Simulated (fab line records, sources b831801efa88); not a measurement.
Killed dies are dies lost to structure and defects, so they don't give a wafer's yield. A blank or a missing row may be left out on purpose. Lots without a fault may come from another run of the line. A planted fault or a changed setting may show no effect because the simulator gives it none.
A struck lot beside a sound one | flow gf180mcu | 16 steps out of a route of 602
Sound: wafers L256.1, L256.2, L256.3. Struck: wafers L259.1, L259.5, L259.6. The cause comes at the end.
At each step with rows: each side's tool, then ch and its chambers, then its first start. Under that, the readings that differ: sound wafers | struck wafers | difference of the means | sigmas: that difference in standard deviations of wafers without a fault.
alike: readings whose means differ by less than 2 such deviations, and words and numbers that are the same on both sides. not compared: withheld readings, readings that some wafer has no value for, bounds like >300 that may hide the same value, and numbers for which the record gives no deviation and whose values overlap.
The two part at a step that has a row with sigmas, a row that says differs or no value, or rows on one side only. Numbers that don't overlap but have no deviation are shown without sigmas and don't part them. A reading that every wafer of one side lacks parts them only if that side has two wafers or more.

first, 3 steps without rows for these wafers: GF_V2_EXPOSE_11 (exposes mask Via2, target cd 260 nm); GF_V2_PEB_12 (peb time 90 s); GF_V2_DEVELOP_13 (develop time 60 s).
GF_V2_CD_MEAS_14: target cd 260 nm.
  sound on cd_sem-01, day 22 04:25; struck on cd_sem-02, day 23 00:49
  alike: cd_nm
GF_V2_OVL_MEAS_15:
  sound on overlay-02, day 22 04:32; struck on overlay-02, day 23 00:56
  alike: V2_OVL
GF_V2_ETCH_16: etches BARC in N2/H2.
  sound on rie_diel-01 ch 1,2,3, day 22 04:35; struck on rie_diel-01 ch 0,2,3, day 23 00:59
  alike: drypump_motor_current_A, oes_product_au, throttle_valve_pct
GF_V2_ETCH_17: etches SiO2 in C4F8/O2/Ar, stops on TiN, target depth 630 nm.
  sound on rie_diel-01 ch 1,2,3; struck on rie_diel-01 ch 0,2,3
  alike: oes_product_au
GF_V2_STRIP_18: strips in O2/N2.
  sound on plasma_asher-03 ch 0,1, day 22 04:43; struck on plasma_asher-04 ch 0,1, day 23 01:07
  alike: drypump_motor_current_A, heater_power_w, oes_product_au
  not compared: rf_hours_counter_h
then, 2 steps without rows for these wafers: GF_V2_STRIP_19 (strips in post etch residue remover, time 1200 s); GF_V2_CLEAN_20 (cleans in DIW).
GF_V2_SPUTTER_21: material Ti, target thk 15 nm, time 80.02 s.
  sound on pvd_sputter-03, day 22 05:14; struck on pvd_sputter-03, day 23 01:41
  alike: throttle_valve_pct
GF_V2_SPUTTER_22: material TiN, target thk 10 nm, time 40 s.
  sound on pvd_sputter-03, day 22 05:18; struck on pvd_sputter-03, day 23 01:44
  alike: throttle_valve_pct
GF_V2_CVD_23: deposits W, target thk 350 nm, time 104.94 s.
  sound on cvd_w-01 ch 0,1, day 22 05:20; struck on cvd_w-01 ch 0,1, day 23 01:47
  no value came back on the struck wafers for chamber_pressure_Torr (Torr), heater_power_outer_w (W), heater_power_w (W); on the sound wafers chamber_pressure_Torr (Torr) reads 40.01 39.93 39.95
GF_V2_RS_MEAS_24: measures by four-point-probe.
  sound on film_metro-01, day 22 05:27; struck on film_metro-01, day 23 01:53
  reading          | sound             | struck               | difference | sigmas
  V2_W_RS (ohm/sq) | 0.324 0.330 0.326 | 44.088 42.654 43.780 | +43.181    | +99 or more
GF_V2_THK_MEAS_25: measures by xrf.
  sound on film_metro-01, day 22 05:34; struck on film_metro-01, day 23 02:01
  reading       | sound       | struck | difference                    | sigmas
  V2_W_THK (nm) | 340 333 335 | - - -  | no value on the struck wafers |
GF_V2_CMP_26: polishes, stops on SiO2, t overpolish 15 s, target thk 0 nm.
  sound on cmp-01 ch 1,2,3, day 22 05:38; struck on cmp-01 ch 2,3, day 23 02:07
  reading                | sound    | struck | difference | sigmas
  time_to_endpoint_s (s) | 84 90 96 | 7 1 4  | -86        | -17
  alike: motor_current_A, platen_rpm

WHERE THEY PART
First at GF_V2_CVD_23; last, within this record, at GF_V2_CMP_26.

WHY: what the simulator had put in
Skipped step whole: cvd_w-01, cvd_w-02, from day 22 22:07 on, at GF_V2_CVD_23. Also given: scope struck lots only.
